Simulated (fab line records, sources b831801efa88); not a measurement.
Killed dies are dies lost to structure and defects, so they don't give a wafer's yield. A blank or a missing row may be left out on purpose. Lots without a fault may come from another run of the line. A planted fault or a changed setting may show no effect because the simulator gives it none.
Problem report in the 8D (eight disciplines) form, filled by code | flow sfq_line | the parts of the form that need people (team, actions taken, sign-off) are left out

1. THE PROBLEM
rf_fwd_power_W at SFQ_TRILAYER_A5B_DEP_PECVD_129 reads a mean of 152.7 W on 1 wafer of 1 lot; wafers without a fault read 182.3 W with a standard deviation of 0.57. That is -52 standard deviations from the usual mean.
The step: deposits SiO2 from SiH4/N2O, time 133.33 s, target thk 600 nm.
First seen on wafer L904.3, day 60 02:07, on pecvd-03. The record holds 39 wafers of 13 lots with a number at this step. Rule for "out", or "out of limits": more than 4 standard deviations from the usual mean. The other wafers with a number count as sound.

2. WHAT IT IS AND WHAT IT IS NOT
question                    | is                | is not
which readings at this step | rf_fwd_power_W    | heater_power_w
which lots                  | L904              | L892, L893, L896, L897, L898, L900, L909, L910, L911, L912, L914, L915
which wafers of those lots  | L904.3            | L904.1, L904.4
read on which tools         | pecvd-03          | pecvd-01, pecvd-04
when                        | from day 60 02:07 | up to then (20 sound wafers); but 18 sound wafers of L909, L910, L911, L912, L914, L915 came after

3. SUSPECTS, AND WHAT RULES EACH OUT
Counting: a tool at a process step up to the reading stays a suspect if it ran every lot that is out. Sound lots after the first of them don't rule it out here, since some wafers of a struck lot are sound.
- rie_metal-03 at SFQ_TRILAYER_I3_VIA_STRIP_STRIP_089 (strips in O2): kept. It ran the lot that is out, L904 (day 41 01:34); its last sound lot up to then is L898 (day 38 23:13).
- rie_metal-01 at SFQ_TRILAYER_JJ_CE_STRIP_STRIP_120 (strips in O2): kept. It ran the lot that is out, L904 (day 59 20:40); its last sound lot up to then is L900 (day 52 22:35).
- pecvd-03 at SFQ_TRILAYER_A5B_DEP_PECVD_129 (deposits SiO2 from SiH4/N2O, time 133.33 s, target thk 600 nm): kept. It ran the lot that is out, L904 (day 60 02:07); its last sound lot up to then is L897 (day 49 12:28). Its own readings are out on those wafers: rf_fwd_power_W.
- Within rie_metal-03 at SFQ_TRILAYER_I3_VIA_STRIP_STRIP_089: the wafers that are out ran in chamber 1; their sound lot-mates ran in chamber 0.
- Within pecvd-03 at SFQ_TRILAYER_A5B_DEP_PECVD_129: the wafers that are out ran in chamber 0; their sound lot-mates ran in chamber 1.
Left after counting: rie_metal-03 at SFQ_TRILAYER_I3_VIA_STRIP_STRIP_089, rie_metal-01 at SFQ_TRILAYER_JJ_CE_STRIP_STRIP_120, pecvd-03 at SFQ_TRILAYER_A5B_DEP_PECVD_129.

4. THE CAUSE (what the simulator had put in)
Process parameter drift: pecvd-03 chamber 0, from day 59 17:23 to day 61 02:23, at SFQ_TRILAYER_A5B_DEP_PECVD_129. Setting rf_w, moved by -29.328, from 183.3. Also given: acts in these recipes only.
Counting left 3 suspects, and this tool is among them.

5. THE CHAIN OF EFFECTS, in route order
Each row: a reading whose mean over the struck wafers that have a number lies more than 3 standard deviations from the usual. Only readings for which the record gives a usual standard deviation are gone through. hours: the time from each lot's start at the first step in this table that gives one to its start at this step, as a median over the lots. sigmas: the change in usual standard deviations.
hours | step                           | reading        | usual   | on struck wafers | change | sigmas
0     | SFQ_TRILAYER_A5B_DEP_PECVD_129 | rf_fwd_power_W | 182.3 W | 152.7            | -29.6  | -52
The process steps in it:
- SFQ_TRILAYER_A5B_DEP_PECVD_129: deposits SiO2 from SiH4/N2O, time 133.33 s, target thk 600 nm.

6. WHAT WOULD HAVE CAUGHT IT SOONER
In this record the first reading out of limits was taken at day 60 02:07, 9 hours after the fault began at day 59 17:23.
